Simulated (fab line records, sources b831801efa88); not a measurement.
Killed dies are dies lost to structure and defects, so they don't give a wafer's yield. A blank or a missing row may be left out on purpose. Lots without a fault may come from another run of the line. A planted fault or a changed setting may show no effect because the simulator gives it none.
A struck lot beside a sound one | flow sky130 | 36 steps out of a route of 708
Sound: wafers L139.2, L139.4, L139.5. Struck: wafers L146.3, L146.4, L146.6. The cause comes at the end.
At each step with rows: each side's tool, then ch and its chambers, then its first start. Under that, the readings that differ: sound wafers | struck wafers | difference of the means | sigmas: that difference in standard deviations of wafers without a fault.
alike: readings whose means differ by less than 2 such deviations, and words and numbers that are the same on both sides. not compared: withheld readings, readings that some wafer has no value for, bounds like >300 that may hide the same value, and numbers for which the record gives no deviation and whose values overlap.
The two part at a step that has a row with sigmas, a row that says differs or no value, or rows on one side only. Numbers that don't overlap but have no deviation are shown without sigmas and don't part them. A reading that every wafer of one side lacks parts them only if that side has two wafers or more.

first, 10 steps without rows for these wafers: SKY_POLY_CUT_ETCH_10 (etches BARC in N2/H2, stops on SiO2, time 45.9 s, target depth 60 nm); SKY_POLY_CUT_ETCH_11 (etches Si3N4 in CF4/CH2F2/Ar, stops on poly-Si, time 42.5 s, target depth 60 nm); SKY_POLY_CUT_STRIP_12 (strips in O2/N2); SKY_SD_P_DEHYDRATE_00 (time 60 s); SKY_SD_P_HMDS_01 (prime time 60 s); SKY_SD_P_COAT_02 (resist thk 1140 nm); SKY_SD_P_SOFTBAKE_03 (time 60 s); SKY_SD_P_EXPOSE_04 (exposes mask PSDM, target cd 380 nm); SKY_SD_P_PEB_05; SKY_SD_P_DEVELOP_06 (develop time 60 s).
SKY_SD_P_IMPLANT_09:
  sound on implanter-01 ch 0, day 29 15:58; struck on implanter-01 ch 0, day 31 23:05
  reading                   | sound                | struck               | difference | sigmas
  beam_energy_keV           | 20.005 20.005 20.008 | 25.034 25.036 25.029 | +5.027     | +99 or more
  model.implant.rp_nm (nm)  | 17.41 17.41 17.41    | 20.91 20.91 20.91    | +3.50      |
  model.implant.drp_nm (nm) | 9.746 9.746 9.746    | 11.42 11.42 11.42    | +1.67      |
SKY_SD_P_STRIP_10: strips in O2/N2.
  sound on plasma_asher-03 ch 0,1, day 29 16:06; struck on plasma_asher-03 ch 0,1, day 31 23:13
  reading                      | sound             | struck            | difference | sigmas
  oes_product_au (a.u.)        | 0.615 0.618 0.623 | 0.600 0.609 0.603 | -0.015     | -3
  strip_time_to_endpoint_s (s) | 17.47 17.42 17.44 | 18.23 18.23 18.30 | +0.81      | +21
  alike: drypump_motor_current_A
  not compared: rf_hours_counter_h
SKY_SD_P_TW_MEAS_11:
  sound on film_metro-03, day 29 16:13; struck on film_metro-04, day 31 23:19
  reading | sound          | struck         | difference | sigmas
  SD_P_TW | 2825 2825 2825 | 2945 2935 2934 | +113       | +3
then, 21 steps without rows for these wafers: SKY_RES_XHIGH_DEHYDRATE_00 (time 60 s); SKY_RES_XHIGH_HMDS_01 (prime time 60 s); SKY_RES_XHIGH_COAT_02 (resist thk 1140 nm); SKY_RES_XHIGH_SOFTBAKE_03 (time 60 s); SKY_RES_XHIGH_EXPOSE_04 (exposes mask URPM, target cd 1270 nm); SKY_RES_XHIGH_PEB_05; SKY_RES_XHIGH_DEVELOP_06 (develop time 60 s); SKY_RES_XHIGH_IMPLANT_07; SKY_RES_XHIGH_STRIP_08 (strips in O2/N2); SKY_SD_N_DEHYDRATE_00 (time 60 s); SKY_SD_N_HMDS_01 (prime time 60 s); SKY_SD_N_COAT_02 (resist thk 1140 nm); SKY_SD_N_SOFTBAKE_03 (time 60 s); SKY_SD_N_EXPOSE_04 (exposes mask NSDM, target cd 380 nm); SKY_SD_N_PEB_05; SKY_SD_N_DEVELOP_06 (develop time 60 s); SKY_SD_N_IMPLANT_09; SKY_SD_N_IMPLANT_10; SKY_SD_N_STRIP_11 (strips in O2/N2); SKY_SD_N_CLEAN_13 (cleans in SC1/SC2, time 150 s); SKY_SD_N_RTA_14 (time 2 s).
-- the record jumps here: 2 days lie between the struck wafers' starts before and after --
SKY_SD_N_RS_MEAS_17: measures by four-point-probe.
  sound on film_metro-03, day 31 23:50; struck on film_metro-01, day 34 05:15
  reading          | sound             | struck            | difference | sigmas
  SD_P_RS (ohm/sq) | 147.0 147.2 147.3 | 132.0 132.1 131.2 | -15.4      | -39
-- the record jumps here: 16 days lie between the struck wafers' starts before and after (it left off in module SD_N and takes up again in module PAD_OPEN, whose first step shown is number 708 of the route) --
SKY_PAD_OPEN_PROBE_99:
  sound on prober-02, day 48 15:15; struck on prober-02, day 49 22:42
  reading                                 | sound               | struck               | difference | sigmas
  model.etest.pfet_01v8.r_on_ohm_um       | 2987 3012 2911      | 2709 2763 2664       | -258       |
  model.etest.res_pdiff.line_ohm_um       | 1382 1394 1409      | 1238 1235 1279       | -144       |
  model.etest.res_pdiff_hv.rs_ohm_sq      | 191.9 191.2 191.9   | 171.7 171.6 169.8    | -20.6      |
  model.etest.res_pdiff.rs_ohm_sq         | 199.6 197.8 199.7   | 179.5 179 179.3      | -19.8      |
  model.etest.pfet_01v8.drive_ua_um       | 183 183 189.2       | 212.8 204.5 212.7    | +24.9      |
  model.etest.sram_pfet_latch.drive_ua_um | 133.4 133.7 144.1   | 158.6 148.1 155.9    | +17.1      |
  model.etest.pfet_01v8_hvt.drive_ua_um   | 135.9 135.3 143.1   | 157.6 152.3 158.6    | +18.1      |
  model.etest.pfet_01v8.off_log10_a_um    | -10.4 -10.16 -10.02 | -8.853 -8.955 -8.604 | +1.389     |
  alike: killed_at_M0_to_M3, killed_at_M4_up, killed_at_contacts, killed_at_front_end, killed_at_other, killed_dies, killed_open, killed_short

WHERE THEY PART
First at SKY_SD_P_IMPLANT_09; last, within this record, at SKY_SD_N_RS_MEAS_17. Later steps at which nothing parts them and some readings are alike: SKY_PAD_OPEN_PROBE_99.

WHY: what the simulator had put in
Process parameter drift: implanter-01, from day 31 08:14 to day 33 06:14, at SKY_SD_P_IMPLANT_09. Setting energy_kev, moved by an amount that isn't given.
